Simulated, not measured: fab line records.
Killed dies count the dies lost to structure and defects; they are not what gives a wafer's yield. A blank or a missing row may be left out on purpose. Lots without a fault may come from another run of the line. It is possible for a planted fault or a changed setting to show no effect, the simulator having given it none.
Struck lot and sound lot, side by side || flow sky130 || 16 steps out of a route of 708
Sound: the wafers L931.2, L931.4, L931.6. Wafers L938.1, L938.3, L938.6 were the ones struck. The cause is given at the end.
At each step with rows: each side's tool, then ch and its chambers, then its first start. Under that, the readings that differ: sound wafers || struck wafers || difference of the means || sigmas: that difference in standard deviations of wafers without a fault.
alike: a reading whose means differ by less than 2 such deviations, as well as words and numbers matching on both sides. not compared: withheld readings; readings where some wafer has no value; bounds like >300 that might hide an equal value; numbers whose values overlap and for which the record gives no deviation.
Wherever a step has rows on one side only, a row that says differs or no value, or a row with sigmas, the two part there. When numbers do not overlap yet have no deviation, they are printed without sigmas and do not part them. Lack of a reading on every wafer of one side parts them only where that side has two or more wafers.

first, 2 steps without rows for these wafers: SKY_NWELL_IMPLANT_12; SKY_NWELL_IMPLANT_13.
SKY_NWELL_STRIP_14: strips in O2/N2.
  sound on plasmaAsher-01 ch 0,1, day 4 19:43; struck on plasmaAsher-03 ch 0,1, day 7 10:40
  alike: drypumpMotorCurrentA, oesProductAu, stripTimeToEndpointS
  not compared: rfHoursCounterH
SKY_NWELL_TW_MEAS_15:
  struck on filmMetro-02, day 7 10:46; sound on filmMetro-04, day 4 19:49
  alike: NWELL_TW
then, 7 steps without rows for these wafers: SKY_NWELL_DEHYDRATE_16 (time 60 s); SKY_NWELL_HMDS_17 (prime time 60 s); SKY_NWELL_COAT_18 (resist thk 3000 nm); SKY_NWELL_SOFTBAKE_19; SKY_NWELL_EXPOSE_20 (exposes mask NWM COMPLEMENT, target cd 840 nm); SKY_NWELL_PEB_21; SKY_NWELL_DEVELOP_22 (develop time 60 s).
SKY_NWELL_OVL_MEAS_23:
  struck on overlay-01, day 8 07:23; sound on overlay-02, day 5 12:44
  alike: NWELL_01_OVL
SKY_NWELL_IMPLANT_24:
  sound on implanter-04 ch 0, day 5 12:47; struck on implanter-04 ch 0, day 8 07:26
{"reading": "doseIonsCm2", "sound": "9.195e+12 9.204e+12 9.187e+12", "struck": "6.801e+12 6.804e+12 6.811e+12", "difference": -2.390e+12, "sigmas": "-99 or more"}
{"reading": "faradayCurrentUA", "sound": "52.1 53.2 50.0", "struck": "38.4 38.0 37.4", "difference": -13.8, "sigmas": -14}
  alike: beamOnS
SKY_NWELL_STRIP_25: strips in O2/N2.
  sound on plasmaAsher-03 ch 0,1, day 5 12:55; struck on plasmaAsher-04 ch 0,1, day 8 07:35
  alike: drypumpMotorCurrentA, oesProductAu, stripTimeToEndpointS
  not compared: rfHoursCounterH
SKY_NWELL_TW_MEAS_26:
  struck on filmMetro-04, day 8 08:01; sound on filmMetro-04, day 5 13:01
{"reading": "NWELL_2_TW", "sound": "494 492 493", "struck": "448 451 451", "difference": -43, "sigmas": -12}
  not compared: hold
-- the record jumps here: 41 days lie between the struck wafers' starts before and after (it left off in module NWELL and takes up again in module PAD_OPEN, whose first step shown is number 708 of the route) --
SKY_PAD_OPEN_PROBE_99:
  struck on prober-01, day 49 05:12; sound on prober-02, day 46 04:10
{"reading": "model.etest.pfet_16v.rOnOhmUm", "sound": "1.543e+04 1.573e+04 1.536e+04", "struck": "1.888e+04 1.838e+04 1.853e+04", "difference": "+3.090e+03", "sigmas": ""}
{"reading": "model.etest.resIsoPwell.rsOhmSq", "sound": "3451 3499 3424", "struck": "4917 4692 4694", "difference": "+1310", "sigmas": ""}
{"reading": "model.etest.resPwellUnderGate.rsOhmSq", "sound": "2329 2324 2330", "struck": "2805 2800 2816", "difference": "+479", "sigmas": ""}
{"reading": "model.etest.resIsoPwell.lineOhmUm", "sound": "1310 1347 1295", "struck": "1895 1795 1797", "difference": "+512", "sigmas": ""}
{"reading": "model.etest.pfet_16v.driveUaUm", "sound": "243.8 242 248.5", "struck": "187.2 191.5 190.9", "difference": -54.9, "sigmas": ""}
{"reading": "model.etest.tip_n_5v.rsOhmSq", "sound": "1407 1419 1416", "struck": "1358 1355 1357", "difference": -57, "sigmas": ""}
{"reading": "model.etest.resNwell.widthNm (nm)", "sound": "841.4 840.8 840.4", "struck": "879.4 873.9 879.5", "difference": "+36.7", "sigmas": ""}
{"reading": "model.etest.resIsoPwell.widthNm (nm)", "sound": "2639 2662 2642", "struck": "2592 2586 2601", "difference": -55, "sigmas": ""}
  alike: killed_at_M0_to_M3, killed_at_M4_up, killedAtContacts, killedAtFrontEnd, killedAtOther, killedDies, killedOnRim, killedOpen, killedShort

== WHERE THEY PART ==
Earliest at SKY_NWELL_IMPLANT_24; latest, in this record, at SKY_NWELL_TW_MEAS_26. Later steps at which nothing parts them and some readings are alike: SKY_PAD_OPEN_PROBE_99.

WHY: the cause the simulator had injected
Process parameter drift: implanter-04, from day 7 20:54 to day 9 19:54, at SKY_NWELL_IMPLANT_24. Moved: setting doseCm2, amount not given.
